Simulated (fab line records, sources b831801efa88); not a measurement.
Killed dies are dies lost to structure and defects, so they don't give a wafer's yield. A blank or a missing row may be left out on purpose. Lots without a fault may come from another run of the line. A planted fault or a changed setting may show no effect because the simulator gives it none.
Chamber matching | flow sky130 | SKY_POLY_GATE_ETCH_17 on rie_si-02: 4 sister chambers
The step etches poly-Si in HBr/Cl2, stops on SiO2, target depth 180 nm, time 70.5 s. 4 wafers are shown with their chamber, then 7 later ones without.

WAFERS WITH THEIR CHAMBER
wafer  | chamber | drypump_motor_current_A (A)
L599.3 | 1       | 5.7
L599.5 | 3       | 6.4
L604.2 | 0       | 5.8
L604.4 | 2       | 5.6

WAFERS WITHOUT THEIR CHAMBER
wafer  | drypump_motor_current_A (A)
L604.5 | 5.7
L617.1 | 5.8
L617.5 | 5.7
L617.6 | 6.3
L619.1 | 5.8
L619.4 | 5.6
L619.6 | 5.8

WHICH CHAMBER EACH WENT THROUGH
wafer  | from the rows above | in truth
L604.5 | 1                   | 1
L617.1 | 0                   | 0
L617.5 | 1                   | 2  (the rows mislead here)
L617.6 | 3                   | 3
L619.1 | 0                   | 0
L619.4 | 2                   | 2
L619.6 | 0                   | 0
Placed correctly: 6 of 7. Can't be placed from these rows: 0. Placed wrongly: 1.
How it was worked out, from the rows above alone: a wafer's distance from a chamber is the root of the sum, over the readings, of the square of ((its reading less the chamber's mean) divided by the reading's scatter). The wafer belongs to the nearest chamber; if the next one is less than 2 further off, it can't be placed. A chamber's mean is the mean of its shown wafers. The scatter: with one shown wafer a chamber, the root of the mean of the squares of how far each hidden wafer lies from its nearest shown one.
